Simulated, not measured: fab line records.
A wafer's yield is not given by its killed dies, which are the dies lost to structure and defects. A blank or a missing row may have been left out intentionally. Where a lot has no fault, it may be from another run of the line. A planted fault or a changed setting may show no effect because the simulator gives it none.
Which tool is to blame? || flow gf180mcu || 72 wafers from 24 lots sampled at 4 of the route's 602 steps

WHAT THE GAUGES READ, wafer by wafer
GF_HV_LDD_TW_MEAS_11.
{"lot": "L074", "measured": "day 9 19:41", "on": "film-metro-03", "HV_LDD_TW": "2370 2376 2343"}
{"lot": "L075", "measured": "day 10 09:42", "on": "film-metro-02", "HV_LDD_TW": "2466 2466 2477"}
{"lot": "L076", "measured": "day 10 14:20", "on": "film-metro-04", "HV_LDD_TW": "2442 2446 2463"}
{"lot": "L077", "measured": "day 10 17:47", "on": "film-metro-03", "HV_LDD_TW": "2398 2389 2401"}
{"lot": "L078", "measured": "day 11 00:34", "on": "film-metro-04", "HV_LDD_TW": "2438 2419 2434"}
{"lot": "L079", "measured": "day 11 14:37", "on": "film-metro-03", "HV_LDD_TW": "2388 2378 2392"}
{"lot": "L080", "measured": "day 11 17:17", "on": "film-metro-03", "HV_LDD_TW": "2392 2384 2392"}
{"lot": "L081", "measured": "day 12 00:16", "on": "film-metro-02", "HV_LDD_TW": "2485 2455 2472"}
{"lot": "L082", "measured": "day 12 08:23", "on": "film-metro-03", "HV_LDD_TW": "2388 2385 2385"}
{"lot": "L083", "measured": "day 12 18:11", "on": "film-metro-04", "HV_LDD_TW": "2442 2444 2429"}
{"lot": "L084", "measured": "day 13 02:04", "on": "film-metro-04", "HV_LDD_TW": "2435 2440 2432"}
{"lot": "L085", "measured": "day 13 10:26", "on": "film-metro-03", "HV_LDD_TW": "2388 2400 2394"}
{"lot": "L086", "measured": "day 13 14:05", "on": "film-metro-02", "HV_LDD_TW": "2447 2452 2442"}
{"lot": "L087", "measured": "day 14 05:34", "on": "film-metro-03", "HV_LDD_TW": "2384 2368 2391"}
{"lot": "L088", "measured": "day 14 14:29", "on": "film-metro-03", "HV_LDD_TW": "2372 2369 2373"}
{"lot": "L089", "measured": "day 14 18:12", "on": "film-metro-03", "HV_LDD_TW": "2375 2379 2383"}
{"lot": "L090", "measured": "day 15 01:50", "on": "film-metro-02", "HV_LDD_TW": "2446 2454 2450"}
{"lot": "L091", "measured": "day 15 07:44", "on": "film-metro-03", "HV_LDD_TW": "2394 2402 2400"}
{"lot": "L092", "measured": "day 15 21:16", "on": "film-metro-02", "HV_LDD_TW": "2458 2455 2449"}
{"lot": "L093", "measured": "day 16 00:56", "on": "film-metro-03", "HV_LDD_TW": "2380 2378 2383"}
{"lot": "L094", "measured": "day 16 11:19", "on": "film-metro-03", "HV_LDD_TW": "2387 2378 2393"}
{"lot": "L095", "measured": "day 16 17:01", "on": "film-metro-04", "HV_LDD_TW": "2420 2431 2426"}
{"lot": "L096", "measured": "day 16 17:49", "on": "film-metro-04", "HV_LDD_TW": "2440 2428 2431"}
{"lot": "L097", "measured": "day 17 02:05", "on": "film-metro-03", "HV_LDD_TW": "2383 2386 2389"}

GF_HV_LDD_OVL_MEAS_20.
{"lot": "L074", "measured": "day 10 13:47", "on": "overlay-02", "HV_LDD_01_OVL (nm)": "-1.1 0.0 -0.1"}
{"lot": "L075", "measured": "day 11 03:48", "on": "overlay-02", "HV_LDD_01_OVL (nm)": "2.3 -1.2 -0.8"}
{"lot": "L076", "measured": "day 11 08:43", "on": "overlay-01", "HV_LDD_01_OVL (nm)": "-0.4 0.8 -0.2"}
{"lot": "L077", "measured": "day 11 12:10", "on": "overlay-01", "HV_LDD_01_OVL (nm)": "1.1 1.7 1.1"}
{"lot": "L078", "measured": "day 11 19:15", "on": "overlay-02", "HV_LDD_01_OVL (nm)": "-1.8 -1.8 -0.9"}
{"lot": "L079", "measured": "day 12 09:59", "on": "overlay-02", "HV_LDD_01_OVL (nm)": "-1.6 -2.0 -1.9"}
{"lot": "L080", "measured": "day 12 13:04", "on": "overlay-02", "HV_LDD_01_OVL (nm)": "-1.8 -4.1 -2.9"}
{"lot": "L081", "measured": "day 12 20:01", "on": "overlay-02", "HV_LDD_01_OVL (nm)": "-0.7 -1.7 -0.4"}
{"lot": "L082", "measured": "day 13 04:31", "on": "overlay-01", "HV_LDD_01_OVL (nm)": "-0.4 -0.1 -0.3"}
{"lot": "L083", "measured": "day 13 14:07", "on": "overlay-01", "HV_LDD_01_OVL (nm)": "-2.3 0.9 -0.5"}
{"lot": "L084", "measured": "day 13 22:13", "on": "overlay-02", "HV_LDD_01_OVL (nm)": "1.1 0.0 0.3"}
{"lot": "L085", "measured": "day 14 07:07", "on": "overlay-01", "HV_LDD_01_OVL (nm)": "0.6 -0.5 0.3"}
{"lot": "L086", "measured": "day 14 09:43", "on": "overlay-01", "HV_LDD_01_OVL (nm)": "-2.8 -1.8 -3.6"}
{"lot": "L087", "measured": "day 15 02:04", "on": "overlay-02", "HV_LDD_01_OVL (nm)": "-2.6 -1.2 -1.9"}
{"lot": "L088", "measured": "day 15 11:20", "on": "overlay-01", "HV_LDD_01_OVL (nm)": "2.9 1.0 0.6"}
{"lot": "L089", "measured": "day 15 16:02", "on": "overlay-02", "HV_LDD_01_OVL (nm)": "-2.6 -1.6 -1.4"}
{"lot": "L090", "measured": "day 15 23:00", "on": "overlay-02", "HV_LDD_01_OVL (nm)": "-1.6 -1.9 -2.1"}
{"lot": "L091", "measured": "day 16 05:46", "on": "overlay-02", "HV_LDD_01_OVL (nm)": "0.7 1.8 0.4"}
{"lot": "L092", "measured": "day 16 19:49", "on": "overlay-02", "HV_LDD_01_OVL (nm)": "-2.6 -2.1 -2.2"}
{"lot": "L093", "measured": "day 17 00:00", "on": "overlay-01", "HV_LDD_01_OVL (nm)": "1.7 2.1 1.4"}
{"lot": "L094", "measured": "day 17 10:06", "on": "overlay-02", "HV_LDD_01_OVL (nm)": "-1.5 -0.6 -1.0"}
{"lot": "L095", "measured": "day 17 15:31", "on": "overlay-01", "HV_LDD_01_OVL (nm)": "-1.1 -1.4 -1.1"}
{"lot": "L096", "measured": "day 17 16:52", "on": "overlay-01", "HV_LDD_01_OVL (nm)": "-0.1 -0.4 -0.6"}
{"lot": "L097", "measured": "day 18 01:27", "on": "overlay-01", "HV_LDD_01_OVL (nm)": "0.8 0.1 2.2"}

GF_PSD_TW_MEAS_11.
{"lot": "L074", "measured": "day 13 23:40", "on": "film-metro-04", "PSD_TW": "3190 3172 3201"}
{"lot": "L075", "measured": "day 14 14:13", "on": "film-metro-01", "PSD_TW": "3200 3211 3228"}
{"lot": "L076", "measured": "day 14 20:47", "on": "film-metro-02", "PSD_TW": "3231 3220 3224"}
{"lot": "L077", "measured": "day 15 01:57", "on": "film-metro-04", "PSD_TW": "3220 3195 3183"}
{"lot": "L078", "measured": "day 15 07:41", "on": "film-metro-01", "PSD_TW": "3169 3191 3199"}
{"lot": "L079", "measured": "day 16 02:11", "on": "film-metro-04", "PSD_TW": "3187 3202 3172"}
{"lot": "L080", "measured": "day 16 04:24", "on": "film-metro-02", "PSD_TW": "3219 3228 3215"}
{"lot": "L081", "measured": "day 16 12:45", "on": "film-metro-02", "PSD_TW": "3211 3223 3211"}
{"lot": "L082", "measured": "day 16 23:06", "on": "film-metro-02", "PSD_TW": "3215 3197 3204"}
{"lot": "L083", "measured": "day 17 08:33", "on": "film-metro-02", "PSD_TW": "3206 3191 3210"}
{"lot": "L084", "measured": "day 17 19:01", "on": "film-metro-04", "PSD_TW": "3217 3196 3187"}
{"lot": "L085", "measured": "day 18 04:15", "on": "film-metro-02", "PSD_TW": "3214 3213 3204"}
{"lot": "L086", "measured": "day 18 08:17", "on": "film-metro-02", "PSD_TW": "3206 3205 3227"}
{"lot": "L087", "measured": "day 19 01:57", "on": "film-metro-01", "PSD_TW": "3203 3201 3197"}
{"lot": "L088", "measured": "day 19 11:34", "on": "film-metro-01", "PSD_TW": "3199 3212 3193"}
{"lot": "L089", "measured": "day 19 17:33", "on": "film-metro-01", "PSD_TW": "3210 3218 3202"}
{"lot": "L090", "measured": "day 20 02:01", "on": "film-metro-01", "PSD_TW": "3180 3169 3180"}
{"lot": "L091", "measured": "day 20 09:55", "on": "film-metro-01", "PSD_TW": "3198 3197 3204"}
{"lot": "L092", "measured": "day 20 22:59", "on": "film-metro-04", "PSD_TW": "3196 3184 3174"}
{"lot": "L093", "measured": "day 21 03:54", "on": "film-metro-02", "PSD_TW": "3229 3229 3216"}
{"lot": "L094", "measured": "day 21 14:56", "on": "film-metro-02", "PSD_TW": "3214 3223 3214"}
{"lot": "L095", "measured": "day 21 19:31", "on": "film-metro-01", "PSD_TW": "3159 3179 3172"}
{"lot": "L096", "measured": "day 21 21:35", "on": "film-metro-01", "PSD_TW": "3187 3185 3168"}
{"lot": "L097", "measured": "day 22 06:29", "on": "film-metro-04", "PSD_TW": "3191 3196 3203"}

WHICH TOOL RAN EACH LOT (tool, then ch and the chambers of the sampled wafers, then the start)
{"lot": "L074", "GF_VT_IMPLANT_STRIP_09": "plasma-asher-03 ch 0,1, day 5 13:19"}
{"lot": "L075", "GF_VT_IMPLANT_STRIP_09": "plasma-asher-04 ch 0,1, day 5 23:32"}
{"lot": "L076", "GF_VT_IMPLANT_STRIP_09": "plasma-asher-03 ch 1, day 6 03:16"}
{"lot": "L077", "GF_VT_IMPLANT_STRIP_09": "plasma-asher-04 ch 0,1, day 6 07:17"}
{"lot": "L078", "GF_VT_IMPLANT_STRIP_09": "plasma-asher-03 ch 0,1, day 6 12:14"}
{"lot": "L079", "GF_VT_IMPLANT_STRIP_09": "plasma-asher-04 ch 0,1, day 6 21:55"}
{"lot": "L080", "GF_VT_IMPLANT_STRIP_09": "plasma-asher-04 ch 0,1, day 7 02:56"}
{"lot": "L081", "GF_VT_IMPLANT_STRIP_09": "plasma-asher-02 ch 0,1, day 7 07:47"}
{"lot": "L082", "GF_VT_IMPLANT_STRIP_09": "plasma-asher-04 ch 0,1, day 7 14:17"}
{"lot": "L083", "GF_VT_IMPLANT_STRIP_09": "plasma-asher-04 ch 0,1, day 7 23:02"}
{"lot": "L084", "GF_VT_IMPLANT_STRIP_09": "plasma-asher-04 ch 0,1, day 8 05:10"}
{"lot": "L085", "GF_VT_IMPLANT_STRIP_09": "plasma-asher-02 ch 0,1, day 8 11:11"}
{"lot": "L086", "GF_VT_IMPLANT_STRIP_09": "plasma-asher-03 ch 0,1, day 8 15:19"}
{"lot": "L087", "GF_VT_IMPLANT_STRIP_09": "plasma-asher-04 ch 0,1, day 9 05:32"}
{"lot": "L088", "GF_VT_IMPLANT_STRIP_09": "plasma-asher-02 ch 0,1, day 9 09:35"}
{"lot": "L089", "GF_VT_IMPLANT_STRIP_09": "plasma-asher-04 ch 0, day 9 14:17"}
{"lot": "L090", "GF_VT_IMPLANT_STRIP_09": "plasma-asher-04 ch 0,1, day 9 20:05"}
{"lot": "L091", "GF_VT_IMPLANT_STRIP_09": "plasma-asher-03 ch 0,1, day 10 00:58"}
{"lot": "L092", "GF_VT_IMPLANT_STRIP_09": "plasma-asher-02 ch 0,1, day 10 13:32"}
{"lot": "L093", "GF_VT_IMPLANT_STRIP_09": "plasma-asher-04 ch 0,1, day 10 14:08"}
{"lot": "L094", "GF_VT_IMPLANT_STRIP_09": "plasma-asher-02 ch 0,1, day 11 00:38"}
{"lot": "L095", "GF_VT_IMPLANT_STRIP_09": "plasma-asher-03 ch 0,1, day 11 03:49"}
{"lot": "L096", "GF_VT_IMPLANT_STRIP_09": "plasma-asher-02 ch 0,1, day 11 06:07"}
{"lot": "L097", "GF_VT_IMPLANT_STRIP_09": "plasma-asher-02 ch 0, day 11 12:11"}
- GF_VT_IMPLANT_STRIP_09: strips in O2/N2.

WHAT THE TOOLS THEMSELVES READ (means of the sampled wafers that have a number; where no wafer has one, the mark that the record gives instead)
GF_VT_IMPLANT_STRIP_09.
{"lot": "L074", "tool": "plasma-asher-03", "drypump-motor-current-A (A)": 5.8, "heater-power-w (W)": 325, "oes-product-au (a.u.)": 0.714, "strip-time-to-endpoint-s (s)": 12.65}
{"lot": "L075", "tool": "plasma-asher-04", "drypump-motor-current-A (A)": 5.8, "heater-power-w (W)": 338, "oes-product-au (a.u.)": 0.720, "strip-time-to-endpoint-s (s)": 12.62}
{"lot": "L076", "tool": "plasma-asher-03", "drypump-motor-current-A (A)": 6.2, "heater-power-w (W)": 351, "oes-product-au (a.u.)": 0.716, "strip-time-to-endpoint-s (s)": 12.63}
{"lot": "L077", "tool": "plasma-asher-04", "drypump-motor-current-A (A)": 5.8, "heater-power-w (W)": 337, "oes-product-au (a.u.)": 0.715, "strip-time-to-endpoint-s (s)": 12.63}
{"lot": "L078", "tool": "plasma-asher-03", "drypump-motor-current-A (A)": 5.5, "heater-power-w (W)": 306, "oes-product-au (a.u.)": 0.714, "strip-time-to-endpoint-s (s)": 12.65}
{"lot": "L079", "tool": "plasma-asher-04", "drypump-motor-current-A (A)": 5.8, "heater-power-w (W)": 334, "oes-product-au (a.u.)": 0.716, "strip-time-to-endpoint-s (s)": 12.62}
{"lot": "L080", "tool": "plasma-asher-04", "drypump-motor-current-A (A)": 6.3, "heater-power-w (W)": 308, "oes-product-au (a.u.)": 0.719, "strip-time-to-endpoint-s (s)": 12.62}
{"lot": "L081", "tool": "plasma-asher-02", "drypump-motor-current-A (A)": 6.1, "heater-power-w (W)": 341, "oes-product-au (a.u.)": 0.713, "strip-time-to-endpoint-s (s)": 12.64}
{"lot": "L082", "tool": "plasma-asher-04", "drypump-motor-current-A (A)": 5.8, "heater-power-w (W)": 335, "oes-product-au (a.u.)": 0.716, "strip-time-to-endpoint-s (s)": 12.66}
{"lot": "L083", "tool": "plasma-asher-04", "drypump-motor-current-A (A)": 6.3, "heater-power-w (W)": 311, "oes-product-au (a.u.)": 0.718, "strip-time-to-endpoint-s (s)": 12.60}
{"lot": "L084", "tool": "plasma-asher-04", "drypump-motor-current-A (A)": 5.8, "heater-power-w (W)": 340, "oes-product-au (a.u.)": 0.715, "strip-time-to-endpoint-s (s)": 12.64}
{"lot": "L085", "tool": "plasma-asher-02", "drypump-motor-current-A (A)": 5.9, "heater-power-w (W)": 329, "oes-product-au (a.u.)": 0.712, "strip-time-to-endpoint-s (s)": 12.66}
{"lot": "L086", "tool": "plasma-asher-03", "drypump-motor-current-A (A)": 5.8, "heater-power-w (W)": 333, "oes-product-au (a.u.)": 0.714, "strip-time-to-endpoint-s (s)": 12.62}
{"lot": "L087", "tool": "plasma-asher-04", "drypump-motor-current-A (A)": 5.8, "heater-power-w (W)": 341, "oes-product-au (a.u.)": 0.713, "strip-time-to-endpoint-s (s)": 12.61}
{"lot": "L088", "tool": "plasma-asher-02", "drypump-motor-current-A (A)": 6.0, "heater-power-w (W)": 335, "oes-product-au (a.u.)": 0.715, "strip-time-to-endpoint-s (s)": 12.71}
{"lot": "L089", "tool": "plasma-asher-04", "drypump-motor-current-A (A)": 6.7, "heater-power-w (W)": 289, "oes-product-au (a.u.)": 0.715, "strip-time-to-endpoint-s (s)": 12.65}
{"lot": "L090", "tool": "plasma-asher-04", "drypump-motor-current-A (A)": 6.3, "heater-power-w (W)": 313, "oes-product-au (a.u.)": 0.714, "strip-time-to-endpoint-s (s)": 12.63}
{"lot": "L091", "tool": "plasma-asher-03", "drypump-motor-current-A (A)": 5.8, "heater-power-w (W)": 328, "oes-product-au (a.u.)": 0.716, "strip-time-to-endpoint-s (s)": 12.60}
{"lot": "L092", "tool": "plasma-asher-02", "drypump-motor-current-A (A)": 6.0, "heater-power-w (W)": 330, "oes-product-au (a.u.)": 0.716, "strip-time-to-endpoint-s (s)": 12.65}
{"lot": "L093", "tool": "plasma-asher-04", "drypump-motor-current-A (A)": 5.8, "heater-power-w (W)": 338, "oes-product-au (a.u.)": 0.718, "strip-time-to-endpoint-s (s)": 12.67}
{"lot": "L094", "tool": "plasma-asher-02", "drypump-motor-current-A (A)": 6.0, "heater-power-w (W)": 326, "oes-product-au (a.u.)": 0.717, "strip-time-to-endpoint-s (s)": 12.62}
{"lot": "L095", "tool": "plasma-asher-03", "drypump-motor-current-A (A)": 5.5, "heater-power-w (W)": 309, "oes-product-au (a.u.)": 0.716, "strip-time-to-endpoint-s (s)": 12.66}
{"lot": "L096", "tool": "plasma-asher-02", "drypump-motor-current-A (A)": 6.0, "heater-power-w (W)": 332, "oes-product-au (a.u.)": 0.715, "strip-time-to-endpoint-s (s)": 12.61}
{"lot": "L097", "tool": "plasma-asher-02", "drypump-motor-current-A (A)": 6.2, "heater-power-w (W)": 358, "oes-product-au (a.u.)": 0.716, "strip-time-to-endpoint-s (s)": 12.61}

THE ANSWER, worked out from the rows above alone
Rule: the usual values come from the lots themselves. The widest of any qualifying gaps counts: lots, ordered by their means at a reading, are off when they make up no more than a third of the lots, leave a main group of 4 or more, and stand apart from it by 3 or more times the standard deviation of that group's means. The tables above print the reading to a certain number of digits; a main group whose means all agree to those digits is not used. A lot without any number at a reading at which 4 lots or more have one is off too. The other lots that the step has rows for count as sound. After the gauges, taken in route order, come the tools' own readings; for these a lot's mean is taken, as printed above. At the first step where some lot is off, the reading lying furthest off is the one used; lots without a number count as furthest.
Nothing can be told from this: no lot is off at any reading shown.

WHAT HAD BEEN PUT IN BY THE SIMULATOR
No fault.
